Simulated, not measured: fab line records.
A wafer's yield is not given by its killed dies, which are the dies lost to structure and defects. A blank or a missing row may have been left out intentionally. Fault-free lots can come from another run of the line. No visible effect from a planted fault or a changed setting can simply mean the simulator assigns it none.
fab line records    flow sky130
record lots=12  wafers=36  lastDay=50
route steps=708 shown LDD_HVN@276 METAL1@454 CAPM@549 METAL4@631 PAD_OPEN@708
lots with no fault: from the same line, run without faults
startH: hours from the record's first day to the start of the lot's first wafer shown    waitH: hours since the lot's step before    " repeats the value in the row above    L1.1+2: one row covering several wafers at once    - either no value or no given start    * or withheld: withheld    < > ~ a bound
route shown NAME@n: a module of which the file shows steps, and the number in the route of the first    usual: the fault-free wafers' mean and standard deviation    same: alike in all rows    chamber/n: place in a boat    sites: readings site by site    _std_site: standard deviation across them    _edge_site: inner sites' mean taken away from outer sites' mean    radiusMm: how far each site lies from the wafer's centre    mask NAME#n: copy n    behind: the last tool/chamber to shape the wafer    hold: why the lot was held/for how many hours/how that ended    device: transistor that didn't switch, given as n, p or np    end of line: the route-end tests of the same wafers    a step without rows: its recipe alone    killed: dies lost to structure and defects at the first sort, not the wafer's yield    map: a wafer's dies, x killed, . not, _ none there
set.NAME: the setting the step ran with; set.NAME@STEP: the setting that earlier step ran with    model.NAME: the simulator's own value behind a step, which no gauge read
one table for each step of the route and one row for each wafer, over a sample of lots
services: a tool's chamber out of use, with start hour (startH, from the record's first day; less than 0 if before it), hours out, and reason
## steps
# step SKY_LDD_HVN_STRIP_09
# recipe chemistry=O2/N2  powerW=1400  pressureMtorr=1500  platenTempC=withheld  o2FlowSccm=3000  n2FlowSccm=300  overashFraction=0.5
# usual drypumpMotorCurrentA=5.7/0.49  n2FlowSccm=300.0/0.93  oesProductAu=0.408/0.0045  stripTimeToEndpointS=4.135/0.016
# same overashFraction=0.5
lot.wafer  tool            chamber  startH  waitH  drypumpMotorCurrentA  n2FlowSccm  oesProductAu  rfHoursCounterH  stripTimeToEndpointS
L284.2     plasmaAsher-02  0        448.24  0.1    6.0                   299.3       0.416         76               4.149
L284.3     "               1        "       "      5.8                   298.9       0.397         -                4.119
L284.5     "               0        "       "      6.0                   299.0       0.400         -                4.126
L286.1     plasmaAsher-02  0        473.18  0.1    6.0                   361.0       0.403         79               4.140
L286.2     "               1        "       "      5.8                   360.6       0.405         79               4.107
L286.3     "               1        "       "      5.8                   359.6       0.397         -                4.122
L287.3     plasmaAsher-02  1        503.63  0.1    5.8                   360.3       0.408         -                4.137
L287.5     "               0        "       "      6.0                   360.0       0.407         -                4.125
L287.6     "               1        "       "      5.8                   360.4       0.409         -                4.127
L296.4     plasmaAsher-02  0        578.43  0.1    6.0                   298.5       0.409         -                4.133
L296.5     "               0        "       "      6.0                   298.7       0.410         -                4.133
L296.6     "               1        "       "      5.8                   299.5       0.409         -                4.134
L297.1     plasmaAsher-02  1        579.91  0.1    5.8                   300.7       0.412         89               4.151
L297.4     "               1        "       "      5.8                   300.2       0.405         -                4.163
L297.6     "               1        "       "      5.8                   300.7       0.402         -                4.141
L298.3     plasmaAsher-04  0        587.49  0.1    4.8                   299.7       0.410         -                4.117
L298.4     "               1        "       "      6.2                   300.5       0.412         -                4.139
L298.6     "               1        "       "      6.2                   300.1       0.409         -                4.118
L299.2     plasmaAsher-03  0        597.28  0.1    4.8                   299.9       0.415         16               4.121
L299.3     "               0        "       "      4.8                   299.8       0.407         -                4.108
L299.4     "               1        "       "      5.8                   299.2       0.407         -                4.128
L300.2     plasmaAsher-02  1        602.34  0.1    5.8                   299.9       0.412         91               4.135
L300.3     "               1        "       "      5.8                   299.4       0.400         -                4.144
L300.6     "               0        "       "      6.0                   301.3       0.406         -                4.111
L302.1     plasmaAsher-03  0        615.04  0.1    4.8                   300.5       0.410         18               4.160
L302.2     "               1        "       "      5.8                   300.4       0.407         18               4.163
L302.3     "               0        "       "      4.8                   300.7       0.412         -                4.168
L303.2     plasmaAsher-04  1        633.29  0.1    6.2                   299.2       0.408         55               4.135
L303.4     "               0        "       "      4.9                   300.0       0.404         -                4.143
L303.5     "               0        "       "      4.9                   300.5       0.410         -                4.136
L304.3     plasmaAsher-02  1        638.89  0.1    5.8                   300.1       0.407         -                4.155
L304.4     "               0        "       "      6.0                   299.0       0.415         -                4.163
L304.5     "               1        "       "      5.8                   299.0       0.412         -                4.150
L305.1     plasmaAsher-02  0        646.71  0.1    6.0                   300.7       0.414         95               4.139
L305.3     "               1        "       "      5.8                   299.3       0.406         -                4.169
L305.4     "               0        "       "      6.0                   299.1       0.404         -                4.150
# step SKY_METAL1_STRIP_20
# recipe chemistry=O2/N2  powerW=1400  pressureMtorr=1500  platenTempC=withheld  o2FlowSccm=3000  n2FlowSccm=300  overashFraction=0.5
# usual drypumpMotorCurrentA=5.5/0.6  n2FlowSccm=299.9/0.79  oesProductAu=0.342/0.0049  stripTimeToEndpointS=2.69/0.05
# same overashFraction=0.5
lot.wafer  tool            chamber  startH  waitH  drypumpMotorCurrentA  n2FlowSccm  oesProductAu  rfHoursCounterH  stripTimeToEndpointS
L284.2     plasmaAsher-04  0        753.87  0.1    4.9                   301.0       0.345         67               2.77
L284.3     "               1        "       "      6.2                   299.7       0.350         -                2.71
L284.5     "               0        "       "      4.8                   300.0       0.338         -                2.69
L286.1     plasmaAsher-03  0        774.82  0.1    4.8                   299.2       0.339         33               2.66
L286.2     "               1        "       "      5.9                   299.3       0.335         33               2.68
L286.3     "               1        "       "      5.9                   299.7       0.347         -                2.70
L287.3     plasmaAsher-01  1        798.05  0.1    6.3                   300.4       0.342         -                2.64
L287.5     "               0        "       "      5.2                   300.3       0.341         -                2.63
L287.6     "               1        "       "      6.3                   300.5       0.341         -                2.74
L297.1     plasmaAsher-03  0        864.94  0.1    4.8                   299.1       0.354         43               2.69
L297.4     "               1        "       "      5.8                   300.7       0.345         -                2.67
L297.6     "               0        "       "      4.8                   299.4       0.346         -                2.71
L296.4     plasmaAsher-01  0        865.75  0.1    5.2                   300.6       0.338         -                2.68
L296.5     "               1        "       "      6.3                   300.6       0.349         -                2.70
L296.6     "               0        "       "      5.2                   299.4       0.344         -                2.73
L298.3     plasmaAsher-01  0        869.32  0.1    5.2                   299.2       0.337         -                2.70
L298.4     "               1        "       "      6.3                   299.8       0.346         -                2.74
L298.6     "               1        "       "      6.3                   299.7       0.336         -                2.68
L299.2     plasmaAsher-01  1        881.54  0.1    6.3                   299.3       0.342         101              2.77
L299.3     "               1        "       "      6.3                   299.6       0.345         -                2.66
L299.4     "               0        "       "      5.2                   299.4       0.351         -                2.75
L300.2     plasmaAsher-03  0        884.17  0.1    4.8                   299.6       0.342         44               2.76
L300.3     "               1        "       "      5.8                   299.4       0.344         -                2.68
L300.6     "               0        "       "      4.9                   300.7       0.345         -                2.69
L302.1     plasmaAsher-04  1        894.92  0.1    6.2                   298.5       0.346         81               2.67
L302.2     "               0        "       "      4.9                   298.8       0.342         81               2.75
L302.3     "               1        "       "      6.2                   299.1       0.343         -                2.67
L303.2     plasmaAsher-04  0        912.99  0.1    4.9                   299.4       0.342         83               2.66
L303.4     "               0        "       "      4.9                   300.2       0.349         -                2.71
L303.5     "               1        "       "      6.2                   300.0       0.336         -                2.69
L304.3     plasmaAsher-04  0        915.85  0.1    4.9                   298.6       0.339         -                2.65
L304.4     "               1        "       "      6.2                   300.7       0.340         -                2.64
L304.5     "               0        "       "      4.9                   299.3       0.338         -                2.64
L305.1     plasmaAsher-01  1        922.42  0.1    6.3                   300.5       0.345         105              2.70
L305.3     "               1        "       "      6.3                   299.2       0.351         -                2.70
L305.4     "               0        "       "      5.2                   298.8       0.340         -                2.58
# step SKY_CAPM_OVL_MEAS_12
# usual CAPM_OVL=-0.1/1.5
lot.wafer  tool        chamber  startH   waitH  CAPM_OVL[nm]
L284.2     overlay-01  -        866.35   0.1    1.7
L284.3     "           -        "        "      1.0
L284.5     "           -        "        "      2.1
L286.1     overlay-01  -        887.73   0.1    -0.9
L286.2     "           -        "        "      -3.5
L286.3     "           -        "        "      -2.8
L287.3     overlay-02  -        909.09   0.1    -1.7
L287.5     "           -        "        "      -2.5
L287.6     "           -        "        "      -1.8
L297.1     overlay-02  -        970.23   0.1    -0.6
L297.4     "           -        "        "      -1.1
L297.6     "           -        "        "      0.1
L296.4     overlay-02  -        970.89   0.1    1.3
L296.5     "           -        "        "      -1.5
L296.6     "           -        "        "      0.3
L298.3     overlay-02  -        974.86   0.1    -0.2
L298.4     "           -        "        "      -1.1
L298.6     "           -        "        "      1.0
L299.2     overlay-01  -        986.48   0.1    0.5
L299.3     "           -        "        "      -2.6
L299.4     "           -        "        "      -1.7
L300.2     overlay-02  -        989.18   0.1    2.3
L300.3     "           -        "        "      3.7
L300.6     "           -        "        "      0.9
L302.1     overlay-02  -        999.03   0.1    -1.1
L302.2     "           -        "        "      1.3
L302.3     "           -        "        "      1.5
L303.2     overlay-02  -        1015.78  0.1    2.1
L303.4     "           -        "        "      2.3
L303.5     "           -        "        "      0.3
L304.3     overlay-02  -        1018.79  0.1    -0.1
L304.4     "           -        "        "      2.0
L304.5     "           -        "        "      0.6
L305.1     overlay-02  -        1024.48  0.1    1.3
L305.3     "           -        "        "      -0.4
L305.4     "           -        "        "      -0.4
# step SKY_METAL4_DESCUM_15
# recipe chemistry=O2  sourcePowerW=150  biasPowerW=0  pressureMtorr=10  tempC=40  timeS=8
# usual drypumpMotorCurrentA=5.8/0.42  oesProductAu=1.008/0.011
lot.wafer  tool         chamber  startH   waitH  drypumpMotorCurrentA  oesProductAu  rfHoursCounterH
L284.2     rieMetal-01  0        970.73   0.0    5.9                   1.016         14
L284.3     "            1        "        "      5.9                   1.001         -
L284.5     "            0        "        "      5.9                   1.020         -
L286.1     rieMetal-01  0        990.55   0.0    5.8                   1.015         15
L286.2     "            1        "        "      5.8                   1.015         19
L286.3     "            0        "        "      5.9                   1.008         -
L287.3     rieMetal-02  0        1009.84  0.0    5.6                   1.014         -
L287.5     "            1        "        "      6.4                   0.981         -
L287.6     "            0        "        "      5.6                   1.020         -
L297.1     rieMetal-01  0        1065.10  0.0    5.9                   1.015         21
L297.4     "            0        "        "      5.9                   1.016         -
L297.6     "            0        "        "      5.8                   1.016         -
L296.4     rieMetal-01  0        1066.82  0.0    5.9                   1.005         -
L296.5     "            0        "        "      5.8                   0.999         -
L296.6     "            0        "        "      5.8                   1.010         -
L298.3     rieMetal-03  1        1069.95  0.0    5.1                   0.999         -
L298.4     "            0        "        "      6.6                   1.015         -
L298.6     "            1        "        "      5.1                   1.005         -
L299.2     rieMetal-02  0        1079.84  0.0    5.6                   1.013         17
L299.3     "            0        "        "      5.6                   1.011         -
L299.4     "            1        "        "      6.3                   0.994         -
L300.2     rieMetal-01  0        1083.14  0.0    5.8                   1.017         23
L300.3     "            1        "        "      5.8                   1.015         -
L300.6     "            1        "        "      5.8                   1.015         -
L302.1     rieMetal-02  0        1091.55  0.0    5.6                   1.013         18
L302.2     "            1        "        "      6.4                   0.990         14
L302.3     "            1        "        "      6.3                   0.982         -
L303.2     rieMetal-01  1        1105.34  0.0    5.8                   1.011         3
L303.4     "            0        "        "      5.9                   1.017         -
L303.5     "            0        "        "      5.8                   1.023         -
L304.3     rieMetal-01  1        1111.25  0.0    5.8                   1.017         -
L304.4     "            0        "        "      5.9                   1.018         -
L304.5     "            0        "        "      5.9                   1.019         -
L305.1     rieMetal-02  1        1114.74  0.0    6.3                   0.993         16
L305.3     "            1        "        "      6.3                   0.993         -
L305.4     "            0        "        "      5.6                   1.010         -
# step SKY_PAD_OPEN_PROBE_99
# usual killed_at_M0_to_M3=44/7.5  killed_at_M4_up=2.9/1.8  killedAtContacts=24/5.1  killedAtFrontEnd=16/4.7  killedAtOther=0.3/0.46  killedDies=87/9.9  killedOpen=47/8  killedShort=39/6.3
# same grossDies=492  killedAtBackSide=0
lot.wafer  tool       chamber  startH   waitH  killed_at_M0_to_M3  killed_at_M4_up  killedAtContacts  killedAtFrontEnd  killedAtOther  killedDies  killedOpen  killedShort
L298.3     prober-01  -        1156.10  0.2    41                  2                21                23                1              88          52          35
L298.4     prober-01  -        1156.15  0.2    39                  2                16                11                0              68          33          35
L298.6     prober-01  -        1156.25  0.2    53                  5                20                19                0              97          52          43
# killed by level:class
L298.3 VIA1:geometricParticle:open=10 FIELD_ISO:geometricParticle:short=8 LI_CONTACT:geometricParticle:open=8 VIA3:geometricParticle:open=7 CONTACT:geometricParticle:open=6 FIELD_ISO:geometricParticle:open=5 VIA2:geometricParticle:open=5 METAL2:geometricParticle:short=4
L298.4 METAL2:geometricParticle:short=10 CONTACT:geometricParticle:open=8 FIELD_ISO:geometricParticle:open=7 VIA2:geometricParticle:open=5 VIA1:geometricParticle:open=4 VIA2:geometricParticle:short=4 FIELD_ISO:geometricParticle:short=3 METAL3:geometricParticle:short=3
L298.6 VIA1:geometricParticle:open=14 METAL2:geometricParticle:short=10 CONTACT:geometricParticle:open=9 LI_CONTACT:geometricParticle:open=7 FIELD_ISO:geometricParticle:short=6 FIELD_ISO:geometricParticle:open=6 METAL1:geometricParticle:short=6 VIA2:geometricParticle:open=5
## services
tool            chamber  startH   hours  kind
plasmaAsher-03  -        430.47   9.0    pm
plasmaAsher-02  -        431.94   6.0    repair
rieMetal-02     -        449.26   1.4    pm
rieMetal-01     1        452.39   15.3   repair
plasmaAsher-03  -        475.91   0.8    repair
rieMetal-01     -        550.60   1.4    pm
plasmaAsher-02  -        586.94   1.7    repair
rieMetal-01     -        622.31   12.5   repair
rieMetal-02     0        657.66   1.6    repair
plasmaAsher-02  -        715.90   0.7    repair
rieMetal-01     -        730.36   0.8    repair
plasmaAsher-02  -        733.75   9.0    pm
plasmaAsher-01  -        768.38   1.8    repair
rieMetal-01     0        830.12   11.0   repair
plasmaAsher-01  -        833.81   2.8    pm
plasmaAsher-01  -        862.77   2.9    repair
plasmaAsher-01  -        891.88   2.3    repair
rieMetal-01     -        921.75   2.8    pm
plasmaAsher-04  -        971.54   20.2   pm
plasmaAsher-04  -        991.74   2.8    pm
plasmaAsher-04  -        1025.45  9.0    repair
plasmaAsher-01  -        1030.18  3.7    repair
plasmaAsher-04  -        1032.10  1.4    repair
plasmaAsher-01  -        1055.25  9.0    pm
## key
firstSign step=SKY_LDD_HVN_STRIP_09  reading=n2FlowSccm  direction=up  sigmas=65  usual=300.0  struck=360.3
effect none on later readings
metAt SKY_LDD_HVN_STRIP_09
struckLots L286,L287
testerLeftOut L286,L287
notActingAt SKY_METAL1_STRIP_20,SKY_CAPM_OVL_MEAS_12,SKY_METAL4_DESCUM_15
onsetBetween 448.24 473.18
fault kind=processParameterDrift  tool=plasmaAsher-02  chamber=-  onsetH=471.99  steps=SKY_LDD_HVN_STRIP_09  channel=n2FlowSccm  offset=60  shape=step  endH=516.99  actsIn=theseRecipesOnly  stated=300
# testerLeftOut: of these lots the tester's yield and bins aren't shown, on N5 and GAA mostly nor the transistor test; their killed dies are dies lost to structure and defects alone, not to doping, threshold or leakage, so they don't give the yield
